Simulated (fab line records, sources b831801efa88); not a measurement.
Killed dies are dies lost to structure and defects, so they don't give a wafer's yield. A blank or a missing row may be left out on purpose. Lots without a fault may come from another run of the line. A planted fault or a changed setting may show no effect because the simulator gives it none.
fab line records | flow gf180mcu
record lots=13 wafers=39 last_day=34
route steps=602 shown HV_LDD@199 NSD@246 PSD@258 SAB@274
lots that met no fault: from a run of the same line without faults
start_h: hours from the record's first day to the start of the lot's first wafer shown | wait_h: hours since the lot's step before | " the same as in the row above | L1.1+2: a row that stands for several wafers | - no value, or no start given | * or withheld: withheld | < > ~ a bound
route shown NAME@n: a module of which the file shows steps, and the number in the route of the first | usual: mean/standard deviation of fault-free wafers | same: alike in all rows | chamber/n: place in a boat | sites: the reading at each site | _std_site: their standard deviation | _edge_site: outer sites' mean less inner sites' | radius_mm: how far each site lies from the wafer's centre | mask NAME#n: copy n | behind: the tool/chamber that last shaped the wafer | hold: why the lot was held/for how many hours/how that ended | device: the transistor (n, p or np) that didn't switch | end of line: the same wafers' tests at the end of the route | a step without rows: its recipe alone | killed: dies lost to structure and defects at the first sort, not the wafer's yield | map: a wafer's dies, x killed, . not, _ none there
set.NAME: the setting as run; set.NAME@STEP: as run at that earlier step | model.NAME: the simulator's own value behind a step, which no gauge read
steps of the route over a sample of lots; a table a step, a row a wafer
services: from which hour (start_h, from the record's first day; less than 0 if before it) a tool's chamber was out of use, for how many hours, and why
## steps
# step GF_HV_LDD_TW_MEAS_23
# usual HV_LDD_2_TW=1062/4.6
# columns lot.wafer tool chamber start_h wait_h HV_LDD_2_TW
L423.1 film_metro-04 - 237.77 0.1 1070
L423.3 " - " " 1058
L423.5 " - " " 1064
L424.1 film_metro-02 - 246.54 0.1 1064
L424.2 " - " " 1063
L424.4 " - " " 1061
L425.2 film_metro-04 - 247.53 0.1 1058
L425.3 " - " " 1060
L425.5 " - " " 1066
L426.3 film_metro-03 - 256.96 0.1 1056
L426.4 " - " " 1055
L426.6 " - " " 1057
L427.1 film_metro-03 - 266.77 0.1 1060
L427.2 " - " " 1057
L427.6 " - " " 1058
L428.2 film_metro-04 - 270.04 0.1 1070
L428.5 " - " " 1066
L428.6 " - " " 1071
L429.2 film_metro-03 - 277.54 0.1 1061
L429.4 " - " " 1055
L429.6 " - " " 1056
L431.3 film_metro-04 - 297.03 0.1 1064
L431.4 " - " " 1070
L431.5 " - " " 1073
L432.3 film_metro-02 - 301.55 0.1 1064
L432.4 " - " " 1062
L432.5 " - " " 1069
L433.4 film_metro-04 - 315.19 0.1 1064
L433.5 " - " " 1067
L433.6 " - " " 1068
L439.1 film_metro-02 - 351.93 0.1 1062
L439.2 " - " " 1057
L439.4 " - " " 1060
L445.2 film_metro-04 - 411.12 0.1 1065
L445.4 " - " " 1066
L445.6 " - " " 1070
L446.1 film_metro-04 - 420.26 0.1 1060
L446.3 " - " " 1061
L446.4 " - " " 1061
# step GF_NSD_STRIP_11
# recipe chemistry=O2/N2 power_w=1400 pressure_mtorr=1500 platen_temp_c=250 o2_flow_sccm=3000 n2_flow_sccm=300 overash_fraction=0.5
# usual drypump_motor_current_A=5.5/0.46 heater_power_w=336/19 oes_product_au=0.487/0.0045 strip_time_to_endpoint_s=22.97/0.036
# columns lot.wafer tool chamber start_h wait_h drypump_motor_current_A heater_power_w oes_product_au rf_hours_counter_h strip_time_to_endpoint_s
L423.1 plasma_asher-02 1 299.81 0.1 5.0 369 0.493 42 23.01
L423.3 " 0 " " 5.3 318 0.487 - 22.97
L423.5 " 1 " " 5.0 375 0.488 - 22.98
L424.1 plasma_asher-01 0 308.13 0.1 5.8 340 0.493 71 22.97
L424.2 " 1 " " 5.9 324 0.488 71 22.95
L424.4 " 1 " " 5.8 328 0.486 - 22.96
L425.2 plasma_asher-04 0 312.01 0.1 6.3 314 0.487 20 23.04
L425.3 " 0 " " 6.3 316 0.488 - 22.99
L425.5 " 1 " " 5.4 350 0.484 - 23.01
L426.3 plasma_asher-04 0 319.35 0.1 6.2 317 0.496 - 22.93
L426.4 " 1 " " 5.3 342 0.489 - 22.99
L426.6 " 0 " " 6.2 311 0.479 - 23.00
L427.1 plasma_asher-04 1 330.16 0.1 5.3 352 0.486 22 22.93
L427.2 " 0 " " 6.3 322 0.489 22 22.96
L427.6 " 1 " " 5.4 349 0.487 - 22.94
L428.2 plasma_asher-04 1 334.23 0.1 5.3 349 0.490 23 23.02
L428.5 " 0 " " 6.3 311 0.491 - 23.00
L428.6 " 1 " " 5.3 349 0.494 - 22.99
L429.2 plasma_asher-02 1 343.08 0.1 5.0 365 0.495 47 22.97
L429.4 " 0 " " 5.3 321 0.485 - 22.99
L429.6 " 1 " " 5.0 369 0.493 - 22.96
L431.3 plasma_asher-04 1 364.15 0.1 5.4 345 0.491 - 22.98
L431.4 " 0 " " 6.3 319 0.489 - 22.98
L431.5 " 1 " " 5.4 347 0.482 - 23.05
L432.3 plasma_asher-02 0 368.52 0.1 5.3 325 0.495 - 22.96
L432.4 " 1 " " 5.0 373 0.486 - 22.92
L432.5 " 0 " " 5.3 313 0.494 - 22.91
L433.4 plasma_asher-02 1 384.33 0.1 5.0 357 0.486 - 22.99
L433.5 " 1 " " 5.0 364 0.491 - 22.97
L433.6 " 0 " " 5.3 326 0.488 - 22.95
L439.1 plasma_asher-02 0 426.63 0.1 5.3 326 0.578 56 -
L439.2 " 1 " " 5.0 368 0.588 56 -
L439.4 " 1 " " 5.0 358 0.592 - -
L445.2 plasma_asher-02 1 488.35 0.1 5.0 368 0.480 62 23.03
L445.4 " 0 " " 5.3 321 0.486 - 23.05
L445.6 " 1 " " 5.0 371 0.473 - 23.01
L446.1 plasma_asher-02 0 497.86 0.1 5.3 315 0.494 63 22.98
L446.3 " 0 " " 5.3 322 0.492 - 23.03
L446.4 " 1 " " 5.0 359 0.495 - 22.98
# step GF_PSD_STRIP_10
# recipe chemistry=O2/N2 power_w=1400 pressure_mtorr=1500 platen_temp_c=250 o2_flow_sccm=3000 n2_flow_sccm=300 overash_fraction=0.5
# usual drypump_motor_current_A=5.6/0.47 heater_power_w=329/27 oes_product_au=0.592/0.0043 strip_time_to_endpoint_s=16.53/0.037
# columns lot.wafer tool chamber start_h wait_h drypump_motor_current_A heater_power_w oes_product_au rf_hours_counter_h strip_time_to_endpoint_s
L423.1 plasma_asher-04 0 320.70 0.1 6.3 314 0.591 21 16.57
L423.3 " 1 " " 5.4 350 0.585 - 16.56
L423.5 " 1 " " 5.4 338 0.581 - 16.60
L424.1 plasma_asher-03 1 328.80 0.1 5.7 338 0.591 68 16.55
L424.2 " 0 " " 6.1 268 0.592 68 16.55
L424.4 " 1 " " 5.7 340 0.586 - 16.55
L425.2 plasma_asher-04 0 332.90 0.1 6.3 315 0.588 22 16.61
L425.3 " 0 " " 6.3 316 0.595 - 16.54
L425.5 " 0 " " 6.3 318 0.596 - 16.60
L426.3 plasma_asher-02 0 341.18 0.1 5.3 316 0.593 - 16.50
L426.4 " 1 " " 5.0 374 0.593 - 16.51
L426.6 " 0 " " 5.3 315 0.594 - 16.48
L427.1 plasma_asher-04 0 352.06 0.1 6.3 315 0.587 25 16.53
L427.2 " 1 " " 5.4 337 0.595 25 16.59
L427.6 " 1 " " 5.3 337 0.595 - 16.54
L428.2 plasma_asher-02 0 356.56 0.1 5.3 323 0.594 48 16.50
L428.5 " 1 " " 5.0 352 0.586 - 16.49
L428.6 " 0 " " 5.3 315 0.587 - 16.51
L429.2 plasma_asher-02 1 365.38 0.1 5.0 359 0.581 49 16.53
L429.4 " 1 " " 5.0 360 0.595 - 16.48
L429.6 " 0 " " 5.3 327 0.597 - 16.52
L431.3 plasma_asher-02 1 386.43 0.1 5.0 367 0.586 - 16.53
L431.4 " 0 " " 5.3 326 0.592 - 16.53
L431.5 " 1 " " 5.0 366 0.592 - 16.54
L432.3 plasma_asher-03 1 390.37 0.1 5.8 330 0.588 - 16.55
L432.4 " 0 " " 6.1 270 0.592 - 16.53
L432.5 " 0 " " 6.1 261 0.594 - 16.54
L433.4 plasma_asher-04 0 407.40 0.1 6.3 315 0.600 - 16.54
L433.5 " 0 " " 6.3 311 0.590 - 16.55
L433.6 " 1 " " 5.4 344 0.587 - 16.56
L439.1 plasma_asher-03 0 452.50 0.1 6.1 280 0.606 2 18.30
L439.2 " 1 " " 5.8 340 0.600 2 18.29
L439.4 " 0 " " 6.1 282 0.607 - 18.32
L445.2 plasma_asher-04 1 512.31 0.1 5.4 351 0.598 42 16.55
L445.4 " 0 " " 6.3 325 0.593 - 16.51
L445.6 " 1 " " 5.4 352 0.595 - 16.54
L446.1 plasma_asher-02 1 521.43 0.1 5.0 363 0.589 66 16.61
L446.3 " 0 " " 5.3 320 0.595 - 16.59
L446.4 " 1 " " 5.0 355 0.591 - 16.63
# step GF_PSD_TW_MEAS_11
# usual PSD_TW=3221/28
# columns lot.wafer tool chamber start_h wait_h PSD_TW
L423.1 film_metro-01 - 320.80 0.1 3225
L423.3 " - " " 3265
L423.5 " - " " 3246
L424.1 film_metro-04 - 328.90 0.1 3206
L424.2 " - " " 3212
L424.4 " - " " 3184
L425.2 film_metro-01 - 333.01 0.1 3244
L425.3 " - " " 3248
L425.5 " - " " 3257
L426.3 film_metro-02 - 341.27 0.1 3203
L426.4 " - " " 3198
L426.6 " - " " 3195
L427.1 film_metro-02 - 352.16 0.1 3176
L427.2 " - " " 3184
L427.6 " - " " 3183
L428.2 film_metro-01 - 356.67 0.1 3248
L428.5 " - " " 3255
L428.6 " - " " 3252
L429.2 film_metro-02 - 365.49 0.1 3209
L429.4 " - " " 3209
L429.6 " - " " 3200
L431.3 film_metro-02 - 386.52 0.1 3201
L431.4 " - " " 3218
L431.5 " - " " 3212
L432.3 film_metro-01 - 390.45 0.1 3248
L432.4 " - " " 3260
L432.5 " - " " 3272
L433.4 film_metro-01 - 407.49 0.1 3251
L433.5 " - " " 3260
L433.6 " - " " 3256
L439.1 film_metro-04 - 452.60 0.1 81
L439.2 " - " " 80
L439.4 " - " " 77
L445.2 film_metro-02 - 512.42 0.1 3199
L445.4 " - " " 3208
L445.6 " - " " 3195
L446.1 film_metro-01 - 521.53 0.1 3262
L446.3 " - " " 3252
L446.4 " - " " 3242
# step GF_PSD_RTA_13
# recipe temp_c=1025 time_s=20 ambient=N2
# usual lamp_power_pct=35/3 wafer_temp_C_max=1031.4/2.5
# columns lot.wafer tool chamber start_h wait_h lamp_power_pct wafer_temp_C_max
L423.1 rtp_anneal-02 0 320.91 0.0 31 1028.4
L423.3 " 0 " " 31 1028.5
L423.5 " 0 " " 31 1029.0
L424.1 rtp_anneal-02 0 329.02 0.0 31 1028.2
L424.2 " 0 " " 31 1029.2
L424.4 " 0 " " 31 1028.5
L425.2 rtp_anneal-01 0 333.12 0.0 37 1032.7
L425.3 " 0 " " 37 1031.2
L425.5 " 0 " " 37 1036.9
L426.3 rtp_anneal-01 0 341.39 0.0 37 1035.9
L426.4 " 0 " " 37 1032.0
L426.6 " 0 " " 37 1032.7
L427.1 rtp_anneal-01 0 352.27 0.0 37 1032.8
L427.2 " 0 " " 37 1032.4
L427.6 " 0 " " 37 1031.4
L428.2 rtp_anneal-01 0 356.79 0.0 37 1030.2
L428.5 " 0 " " 37 1035.5
L428.6 " 0 " " 37 1033.3
L429.2 rtp_anneal-01 0 365.61 0.0 37 1032.3
L429.4 " 0 " " 37 1033.2
L429.6 " 0 " " 37 1031.7
L431.3 rtp_anneal-02 0 386.64 0.0 31 1029.2
L431.4 " 0 " " 31 1028.2
L431.5 " 0 " " 31 1030.4
L432.3 rtp_anneal-01 0 390.57 0.0 37 1032.3
L432.4 " 0 " " 37 1033.9
L432.5 " 0 " " 37 1032.5
L433.4 rtp_anneal-01 0 407.61 0.0 37 1032.2
L433.5 " 0 " " 37 1033.9
L433.6 " 0 " " 37 1032.2
L439.1 rtp_anneal-02 0 452.71 0.0 31 1027.7
L439.2 " 0 " " 31 1028.1
L439.4 " 0 " " 31 1028.9
L445.2 rtp_anneal-01 0 512.54 0.0 37 1034.1
L445.4 " 0 " " 37 1034.9
L445.6 " 0 " " 37 1032.8
L446.1 rtp_anneal-01 0 521.64 0.0 37 1035.4
L446.3 " 0 " " 37 1033.2
L446.4 " 0 " " 37 1032.1
# step GF_SAB_OVL_MEAS_10
# usual SAB_OVL=-1.2/1.3
# columns lot.wafer tool chamber start_h wait_h SAB_OVL[nm]
L423.1 overlay-01 - 342.25 0.1 -0.1
L423.3 " - " " -0.8
L423.5 " - " " 0.1
L424.1 overlay-02 - 350.76 0.1 -2.0
L424.2 " - " " -1.2
L424.4 " - " " -1.1
L425.2 overlay-01 - 355.45 0.1 -1.6
L425.3 " - " " -0.2
L425.5 " - " " -3.3
L426.3 overlay-01 - 363.91 0.1 -2.7
L426.4 " - " " -1.6
L426.6 " - " " -1.2
L427.1 overlay-02 - 375.05 0.1 -3.2
L427.2 " - " " -2.4
L427.6 " - " " -1.7
L428.2 overlay-02 - 378.92 0.1 -3.2
L428.5 " - " " -2.2
L428.6 " - " " -2.5
L429.2 overlay-02 - 388.02 0.1 -4.1
L429.4 " - " " -1.4
L429.6 " - " " -4.1
L431.3 overlay-01 - 409.56 0.1 -1.7
L431.4 " - " " -0.9
L431.5 " - " " -2.4
L432.3 overlay-02 - 413.96 0.1 -1.0
L432.4 " - " " -1.5
L432.5 " - " " 1.0
L433.4 overlay-01 - 431.86 0.1 -0.6
L433.5 " - " " -0.8
L433.6 " - " " -0.7
L439.1 overlay-02 - 477.36 0.1 -4.2
L439.2 " - " " -3.8
L439.4 " - " " -0.5
L445.2 overlay-01 - 536.25 0.1 -1.5
L445.4 " - " " -2.1
L445.6 " - " " -1.6
L446.1 overlay-01 - 544.51 0.1 -2.6
L446.3 " - " " -3.3
L446.4 " - " " -1.8
## services
# columns tool chamber start_h hours kind
plasma_asher-03 - 281.28 2.8 repair
plasma_asher-04 - 288.92 1.1 repair
plasma_asher-01 - 334.46 6.2 repair
plasma_asher-02 - 338.81 0.4 repair
plasma_asher-01 - 392.26 3.7 repair
plasma_asher-03 - 412.22 0.5 repair
plasma_asher-03 - 421.25 9.0 pm
plasma_asher-03 0 421.25 9.0 vent_cycle
plasma_asher-03 1 421.25 9.0 vent_cycle
plasma_asher-03 0 430.25 - clean
plasma_asher-03 1 430.25 - clean
plasma_asher-04 - 435.42 1.0 repair
plasma_asher-04 - 465.86 2.4 repair
plasma_asher-03 - 495.22 2.7 repair
plasma_asher-03 - 498.47 34.6 pm
## key
first_sign step=GF_NSD_STRIP_11 reading=oes_product_au direction=up sigmas=22 usual=0.487 struck=0.586
effect step=GF_PSD_STRIP_10 reading=strip_time_to_endpoint_s direction=up sigmas=48 usual=* struck=*
effect step=GF_PSD_TW_MEAS_11 reading=PSD_TW direction=down sigmas=99+ usual=3221 struck=79
met_at GF_NSD_STRIP_11
struck_lots L439
sort_left_out L439.1,L439.2,L439.4
tester_left_out L439
not_acting_at GF_HV_LDD_TW_MEAS_23,GF_PSD_RTA_13,GF_SAB_OVL_MEAS_10
onset_between 384.33 426.63
fault kind=strip_aborted tool=plasma_asher-02 chamber=- onset_h=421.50 steps=GF_NSD_STRIP_11 offset=0.38368 end_h=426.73
# tester_left_out: of these lots the tester's yield and bins aren't shown, on N5 and GAA mostly nor the transistor test; their killed dies are dies lost to structure and defects alone, not to doping, threshold or leakage, so they don't give the yield
# sort_left_out: the simulated sort isn't trusted on such a fault, so these wafers' sort isn't shown, and their yield isn't known
